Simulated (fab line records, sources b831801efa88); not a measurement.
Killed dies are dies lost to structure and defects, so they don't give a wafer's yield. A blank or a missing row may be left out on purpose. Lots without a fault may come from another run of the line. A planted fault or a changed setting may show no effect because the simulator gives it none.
Which tool did it? | flow gf180mcu | 13 lots, 39 wafers sampled, at 1 step of a route of 602

WHAT THE GAUGES READ, wafer by wafer
GF_LVPWELL_OVL_MEAS_07. Usual: LVPWELL_OVL 1.0 nm, standard deviation 1.2.
lot  | measured    | on         | LVPWELL_OVL (nm) | flag
L671 | day 4 05:48 | overlay-01 | -1.7 -1.3 0.3    |
L672 | day 4 11:46 | overlay-02 | 2.5 1.6 1.0      |
L674 | day 4 22:50 | overlay-01 | 0.6 1.4 0.9      |
L676 | day 5 12:11 | overlay-02 | 2.3 1.6 2.3      |
L679 | day 6 05:29 | overlay-02 | 0.2 0.4 0.7      |
L680 | day 6 11:08 | overlay-02 | 2.3 0.9 0.2      |
L681 | day 6 15:14 | overlay-02 | 1.2 0.6 0.3      |
L685 | day 7 15:47 | overlay-01 | 2.2 0.4 0.4      |
L687 | day 8 01:30 | overlay-02 | -1.3 -0.5 -1.6   |
L688 | day 8 06:43 | overlay-02 | 1.9 2.0 2.2      |
L690 | day 8 17:31 | overlay-01 | -0.7 0.2 -1.0    |
L691 | day 8 23:12 | overlay-02 | 0.1 2.5 1.2      |
L692 | day 9 05:25 | overlay-02 | 0.7 3.1 1.3      |

WHICH TOOL RAN EACH LOT (tool, then ch and the chambers of the sampled wafers, then the start)
The record holds no process step before these readings.

WHAT THE TOOLS THEMSELVES READ (means of the sampled wafers that have a number; where no wafer has one, the mark that the record gives instead)
The record holds no such reading with a usual standard deviation.

THE ANSWER, worked out from the rows above alone
Rule: a lot is off if the mean of its wafers that have a number lies more than 3 standard deviations from the usual mean. A lot without any number at a reading at which 4 lots or more have one is off too. The other lots that the step has rows for count as sound. The gauges are gone through in route order, then the tools' own readings, and for those a lot's mean is taken as printed above. The first step at which some lot is off is used, and at that step the reading that is off furthest; a lot without a number counts as furthest.
No lot is off at any reading shown: from this, nothing can be told.

WHAT THE SIMULATOR HAD PUT IN
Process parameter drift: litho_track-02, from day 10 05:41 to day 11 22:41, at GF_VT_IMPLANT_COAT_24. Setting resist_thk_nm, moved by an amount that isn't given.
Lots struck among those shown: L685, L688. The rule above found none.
